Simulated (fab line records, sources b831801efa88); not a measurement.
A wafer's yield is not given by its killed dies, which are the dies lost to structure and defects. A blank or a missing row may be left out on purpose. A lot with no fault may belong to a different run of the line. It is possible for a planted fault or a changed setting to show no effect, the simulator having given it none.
fab line records | flow sky130
record lots=5 wafers=14 last-day=50
route steps=708 shown METAL4@627 VIA4@639 PAD_OPEN@708
lots that met no fault: from a run of the same line without faults
start-h: hours from the record's opening day to when the first of the lot's shown wafers began | wait-h: time in hours since the lot's previous step | " repeats the value in the row above | L1.1+2: a single row standing in for several wafers | - either no value or no given start | * or withheld: withheld | < > ~ a bound
route shown NAME@n: names a module that has steps shown in the file, with the first one's number in the route | usual: the fault-free wafers' mean and standard deviation | same: alike in all rows | chamber/n: place in a boat | sites: the reading at each site | _std_site: standard deviation of those values | _edge_site: outer sites' mean less inner sites' | radius-mm: how far each site lies from the wafer's centre | mask NAME#n: copy n | behind: the tool/chamber that last shaped the wafer | hold: why the lot went on hold/how many hours it stayed there/how the hold came to an end | device: which transistor (n, p or np) failed to switch | end of line: at the end of the route, the tests of the same wafers | a step given without rows: its recipe and nothing more | killed: at the first sort, the dies lost to defects and structure; wafer yield is something else | map: the dies of a wafer, with x for killed, . for not killed, _ for no die there
set.NAME: the setting that was run; set.NAME@STEP: the one run at that earlier step | model.NAME: the simulator's own value behind a step, which no gauge read
lots seen at some steps along the route; tables by step, rows by wafer
services: the hour from which a tool's chamber was out of use, counted from the record's first day as start-h (under 0 if before that day), plus the number of hours and why
## steps
# step SKY_METAL4_PEB_11
# recipe peb-temp-c=withheld peb-time-s=withheld resist=KrF-thick
# step SKY_METAL4_DEVELOP_12
# recipe develop-time-s=60 resist=KrF-thick dev-temp-c=21
# step SKY_METAL4_CD_MEAS_13
# recipe target-cd-nm=300
# usual cd-nm=300.0/1.5
# columns lot.wafer tool chamber start-h wait-h cd-nm
L863.2 cd-sem-01 - 976.85 - 300.3
L863.3 " - " " 300.9
L863.4 " - " " 301.1
L871.1 cd-sem-01 - 1042.21 - 299.7
L871.3 " - " " 301.1
L871.5 " - " " 301.2
L874.1 cd-sem-02 - 1062.63 - 300.6
L874.4 " - " " 300.5
L874.6 " - " " 301.7
L883.2 cd-sem-01 - 1116.54 - 300.6
L883.5 " - " " 301.0
L885.2 cd-sem-01 - 1118.13 - 299.2
L885.4 " - " " 298.7
L885.5 " - " " 299.0
# step SKY_METAL4_OVL_MEAS_14
# usual METAL4_OVL=-3/6.1
# columns lot.wafer tool chamber start-h wait-h METAL4_OVL[nm]
L863.2 overlay-02 - 976.96 0.1 -5
L863.3 " - " " -6
L863.4 " - " " -4
L871.1 overlay-01 - 1042.33 0.1 -13
L871.3 " - " " -14
L871.5 " - " " -12
L874.1 overlay-01 - 1062.75 0.1 -2
L874.4 " - " " -7
L874.6 " - " " 6
L883.2 overlay-01 - 1116.65 0.1 -7
L883.5 " - " " -9
L885.2 overlay-02 - 1118.24 0.1 -3
L885.4 " - " " -6
L885.5 " - " " -5
# step SKY_METAL4_DESCUM_15
# recipe chemistry=O2 source-power-w=150 bias-power-w=0 pressure-mtorr=10 temp-c=40 time-s=8
# usual chamber-pressure-mTorr=9.998/0.0094 drypump-motor-current-A=5.6/0.56 oes-product-au=1.001/0.008 rf-fwd-power-W=147.4/0.83
# columns lot.wafer tool chamber start-h wait-h chamber-pressure-mTorr drypump-motor-current-A oes-product-au rf-fwd-power-W rf-hours-counter-h
L863.2 rie-metal-03 0 976.99 0.0 10.001 5.9 0.994 148.5 9
L863.3 " 1 " " 9.996 5.4 1.007 146.8 -
L863.4 " 0 " " 9.996 5.9 1.005 147.6 -
L871.1 rie-metal-03 1 1042.36 0.0 9.986 5.4 1.000 147.6 22
L871.3 " 0 " " 9.978 5.9 0.998 147.9 -
L871.5 " 0 " " 10.007 5.9 1.003 147.6 -
L874.1 rie-metal-01 1 1062.79 0.0 9.993 5.0 0.999 147.3 15
L874.4 " 0 " " 10.004 5.8 0.993 147.0 -
L874.6 " 0 " " 9.989 5.8 0.990 147.2 -
L883.2 rie-metal-01 0 1116.68 0.0 9.994 5.8 0.995 146.3 21
L883.5 " 1 " " 10.009 5.0 0.994 146.5 -
L885.2 rie-metal-01 0 1118.27 0.0 10.001 5.8 1.008 147.0 22
L885.4 " 0 " " 10.001 5.8 1.009 146.7 -
L885.5 " 0 " " 10.004 5.8 1.009 146.6 -
# step SKY_METAL4_ETCH_16
# recipe chemistry=N2/H2 target=BARC ion-energy-ev=200 bias-w=100 pressure-mtorr=30 n2-flow-sccm=100 h2-flow-sccm=200 icp-w=500 stop-on=SiO2 time-s=88.2 target-depth-a=600
# usual chamber-pressure-mTorr=29.999/0.029 drypump-motor-current-A=5.6/0.56 oes-product-au=0.626/0.0048 rf-fwd-power-W=497.1/1.6 throttle-valve-pct=13.206/0.0092
# columns lot.wafer tool chamber start-h wait-h chamber-pressure-mTorr drypump-motor-current-A oes-product-au rf-fwd-power-W rf-hours-counter-h throttle-valve-pct
L863.2 rie-metal-03 0 977.02 0.0 29.970 5.9 0.623 500.5 9 13.217
L863.3 " 1 " " 29.980 5.4 0.632 498.9 - 13.219
L863.4 " 0 " " 29.993 5.9 0.625 499.1 - 13.204
L871.1 rie-metal-03 1 1042.40 0.0 30.021 5.4 0.631 496.9 22 13.196
L871.3 " 0 " " 30.014 5.9 0.623 500.3 - 13.210
L871.5 " 0 " " 29.970 5.9 0.624 498.4 - 13.222
L874.1 rie-metal-01 1 1062.82 0.0 29.991 4.9 0.618 498.0 15 13.217
L874.4 " 0 " " 29.987 5.8 0.620 499.6 - 13.222
L874.6 " 0 " " 29.960 5.8 0.621 497.7 - 13.203
L883.2 rie-metal-01 0 1116.71 0.0 30.011 5.8 0.622 496.4 21 13.205
L883.5 " 1 " " 30.001 4.9 0.628 494.2 - 13.194
L885.2 rie-metal-01 0 1118.30 0.0 29.993 5.8 0.620 499.0 22 13.202
L885.4 " 0 " " 29.993 5.8 0.626 493.7 - 13.217
L885.5 " 0 " " 30.027 5.8 0.629 496.2 - 13.205
# step SKY_METAL4_ETCH_17
# recipe target=SiO2 stop-on=TiN chemistry=C4F8/O2/Ar source-w=1500 bias-w=1200 pressure-mtorr=40 c4f8-flow-sccm=withheld O2_flow_sccm=6 Ar_flow_sccm=300 time-s=3.9 target-depth-a=150
# usual chamber-pressure-mTorr=40.00/0.036 oes-product-au=0.755/0.0074 rf-fwd-power-W=1465/5.5
# columns lot.wafer tool chamber start-h wait-h chamber-pressure-mTorr oes-product-au rf-fwd-power-W rf-hours-counter-h
L863.2 rie-diel-02 2 977.12 0.1 40.01 0.737 1462 10
L863.3 " 1 " " 39.96 0.757 1463 9
L863.4 " 0 " " 40.05 0.758 1478 8
L871.1 rie-diel-02 1 1042.50 0.1 39.95 0.759 1461 11
L871.3 " 0 " " 40.01 0.754 1465 10
L871.5 " 3 " " 40.03 0.754 1464 -
L874.1 rie-diel-03 2 1062.92 0.1 40.00 0.740 1455 11
L874.4 " 0 " " 40.03 0.771 1468 23
L874.6 " 3 " " 40.04 0.758 1463 -
L883.2 rie-diel-03 1 1116.81 0.1 40.03 0.760 1470 14
L883.5 " 0 " " 40.00 0.768 1471 -
L885.2 rie-diel-01 2 1118.40 0.1 39.97 0.751 1475 12
L885.4 " 1 " " 40.03 0.763 1462 5
L885.5 " 1 " " 40.03 0.761 1462 -
# step SKY_METAL4_METAL_ETCH_18
# recipe target-depth-a=8450 stop-on=SiO2 over-etch-frac=0.3 time-s=183.1 chemistry=Cl2/BCl3 resist-sidewall-deg=88 pressure-mtorr=10 icp-w=900 bias-w=48.5 Cl2_flow_sccm=60 bcl3-flow-sccm=30
# step SKY_METAL4_STRIP_19
# recipe chemistry=O2/N2 power-w=1400 pressure-mtorr=1500 platen-temp-c=withheld o2-flow-sccm=3000 n2-flow-sccm=300 overash-fraction=0.5
# usual chamber-pressure-mTorr=1500.1/1.3 drypump-motor-current-A=5.51/0.29 oes-product-au=0.503/0.0055 strip-time-to-endpoint-s=6.56/0.061
# columns lot.wafer tool chamber start-h wait-h chamber-pressure-mTorr drypump-motor-current-A oes-product-au rf-hours-counter-h strip-time-to-endpoint-s
L863.2 plasma-asher-03 0 977.31 0.1 1500.9 5.71 0.497 25 6.43
L863.3 " 0 " " 1499.0 5.72 0.506 - 6.58
L863.4 " 1 " " 1503.1 5.49 0.492 - 6.42
L871.1 plasma-asher-03 1 1042.69 0.1 1501.2 5.50 0.498 30 6.54
L871.3 " 0 " " 1500.3 5.73 0.503 - 6.61
L871.5 " 0 " " 1502.3 5.73 0.503 - 6.60
L874.1 plasma-asher-02 1 1063.11 0.1 1498.9 5.11 0.514 64 6.56
L874.4 " 1 " " 1500.3 5.11 0.511 - 6.62
L874.6 " 0 " " 1499.2 5.88 0.504 - 6.60
L883.2 plasma-asher-02 1 1117.01 0.1 1498.4 5.08 0.493 69 6.38
L883.5 " 1 " " 1498.9 5.09 0.502 - 6.46
L885.2 plasma-asher-02 1 1118.59 0.1 1500.6 5.10 0.504 69 6.53
L885.4 " 0 " " 1500.3 5.88 0.498 - 6.42
L885.5 " 0 " " 1500.3 5.88 0.501 - 6.54
# step SKY_METAL4_STRIP_20
# recipe chemistry=post-etch-residue-remover time-s=1200 temp-c=72.5
# step SKY_METAL4_CLEAN_21
# recipe chemistry=IPA time-s=180 temp-c=25
# step SKY_METAL4_CLEAN_22
# recipe chemistry=O3/DIW dry=n2-spin
# step SKY_VIA4_HDPCVD_00
# recipe material=SiO2 target-thk-nm=1750 sigma-open-frac=0.3 time-s=291.7 temp-c=400 sih4-flow-sccm=60 pressure-mtorr=6
# usual run-length-s=319.6/0.67 sih4-flow-sccm=60.00/0.17
# columns lot.wafer tool chamber start-h wait-h run-length-s sih4-flow-sccm model.SiO2_of_VIA4_HDPCVD_00.thk-nm
L863.2 hdpcvd-01 0 977.91 0.0 318.7 59.72 1751
L863.3 " 2 " " 319.2 59.89 1745
L863.4 " 0 " " 318.7 60.17 1757
L871.1 hdpcvd-02 2 1043.28 0.0 318.9 59.81 1740
L871.3 " 0 " " 321.2 59.80 1761
L871.5 " 0 " " 320.6 60.02 1753
L874.1 hdpcvd-02 0 1064.05 0.0 320.3 59.89 1772
L874.4 " 0 " " 320.6 60.21 1769
L874.6 " 1 " " 320.5 60.01 1764
L883.2 hdpcvd-01 1 1117.61 0.0 319.9 59.80 1740
L883.5 " 1 " " 338.7 60.10 1844
L885.2 hdpcvd-02 0 1119.22 0.0 320.6 59.89 1748
L885.4 " 1 " " 320.1 59.81 1731
L885.5 " 0 " " 320.2 60.08 1727
# step SKY_VIA4_THK_MEAS_01
# recipe reads=SiO2_of_VIA4_HDPCVD_00
# usual VIA4_HDPCVD_THK=1753/15
# columns lot.wafer tool chamber start-h wait-h VIA4_HDPCVD_THK[nm]
L863.2 film-metro-03 - 978.09 0.1 1751
L863.3 " - " " 1746
L863.4 " - " " 1758
L871.1 film-metro-03 - 1043.46 0.1 1741
L871.3 " - " " 1762
L871.5 " - " " 1753
L874.1 film-metro-03 - 1064.23 0.1 1771
L874.4 " - " " 1769
L874.6 " - " " 1764
L883.2 film-metro-04 - 1117.80 0.1 1740
L883.5 " - " " 1843
L885.2 film-metro-01 - 1119.41 0.1 1748
L885.4 " - " " 1731
L885.5 " - " " 1727
# step SKY_VIA4_CMP_02
# recipe material=SiO2 down-force-psi=4 platen-rpm=60 pad-velocity-m-s=0.94248
# usual motor-current-A=11.6/1.4 slurry-filter-dp-kPa=13.50/0.14 slurry-flow-ml-min=149.9/0.47
# columns lot.wafer tool chamber start-h wait-h motor-current-A slurry-filter-dp-kPa slurry-flow-ml-min
L863.2 cmp-02 3 978.19 0.1 10.0 13.38 149.8
L863.4 " 0 " " 11.3 13.66 149.3
L863.3 " 1 " " 14.1 13.69 149.4
L871.3 cmp-02 3 1043.57 0.1 10.1 13.71 149.2
L871.1 " 1 " " 13.8 13.53 149.4
L871.5 " 3 " " 10.7 13.54 149.4
L874.4 cmp-01 3 1064.55 0.3 11.4 13.53 150.2
L874.1 " 0 " " 10.3 13.26 150.5
L874.6 " 2 " " 9.9 13.44 150.8
L883.2 cmp-02 1 1117.95 0.1 14.9 13.62 149.9
L883.5 " 3 " " 9.9 13.65 150.2
L885.2 cmp-02 2 1119.51 0.1 12.3 13.55 149.5
L885.4 " 3 " " 10.4 13.37 150.2
L885.5 " 2 " " 11.9 13.41 149.3
# step SKY_PAD_OPEN_PROBE_99
# usual defect-limited-yield=82.0/1.9 killed_at_M0_to_M3=45/6.9 killed_at_M4_up=3.0/1.7 killed-at-contacts=25/5.6 killed-at-front-end=15/4.2 killed-at-other=0.3/0.55 killed-dies=89/9.6 killed-open=49/7.2 killed-short=39/6.5 sort_bin_3_pad_short=0.9/0.44 sort_bin_5_function=10.7/1.4 sort_bin_6_memory=6.4/1.3 sort-n-pass=403/9.6 sort-yield-pct=82.0/1.9
# same gross-dies=492 killed-at-back-side=0 sort_bin_4_leakage[%]=0 sort_bin_8_speed[%]=0
# columns lot.wafer tool chamber start-h wait-h defect-limited-yield[%] killed_at_M0_to_M3 killed_at_M4_up killed-at-contacts killed-at-front-end killed-at-other killed-dies killed-open killed-short sort_bin_3_pad_short[%] sort_bin_5_function[%] sort_bin_6_memory[%] sort-n-pass sort-yield-pct[%]
L883.5 prober-02 - 1193.50 0.2 82.7 39 2 22 20 2 85 43 41 1.0 10.2 6.1 407 82.7
# killed by level:class
L883.5 VIA1:geometric-particle:open=9 VIA2:geometric-particle:open=7 CONTACT:geometric-particle:short=6 METAL1:geometric-particle:short=6 FIELD_ISO:geometric-particle:short=5 POLY_GATE:geometric-particle:short=5 LI_CONTACT:geometric-particle:open=5 FIELD_ISO:geometric-particle:open=4
## services
# columns tool chamber start-h hours kind
hdpcvd-02 0 965.25 - clean
hdpcvd-02 1 965.25 - clean
hdpcvd-02 2 965.25 - clean
cmp-01 - 984.01 0.5 repair
plasma-asher-03 - 990.13 15.6 pm
cmp-01 - 994.52 0.3 repair
cmp-02 - 997.77 0.5 repair
cmp-01 - 1008.67 18.0 pm
cmp-02 - 1063.41 6.4 pm
rie-diel-03 - 1067.09 2.8 pm
hdpcvd-01 1 1075.22 4.9 repair
cmp-02 - 1084.19 4.0 pm
cmp-02 - 1088.19 - consumable-replace:conditioner
cmp-02 - 1088.19 - consumable-replace:pad
plasma-asher-02 - 1089.96 0.7 repair
rie-metal-03 0 1092.37 14.1 repair
cmp-02 - 1092.93 0.7 repair
rie-diel-01 1 1098.55 10.0 repair
cmp-02 - 1101.09 1.4 repair
rie-diel-01 3 1104.22 6.2 repair
## key
first-sign step=SKY_VIA4_HDPCVD_00 reading=run-length-s direction=up sigmas=28 usual=* struck=*
effect step=SKY_VIA4_THK_MEAS_01 reading=VIA4_HDPCVD_THK direction=up sigmas=6.1 usual=1753 struck=1843
model-effect step=SKY_VIA4_HDPCVD_00 value=SiO2_of_VIA4_HDPCVD_00.thk-nm without=1734 struck=1844
met-at SKY_VIA4_HDPCVD_00
struck-wafers L883.5
onset-between 977.91 1117.61
fault kind=process-parameter-drift tool=hdpcvd-01 chamber=- onset-h=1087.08 steps=SKY_VIA4_HDPCVD_00 channel=time-s offset=* shape=step end-h=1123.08 scope=struck-wafers-only acts-in=* stated=*
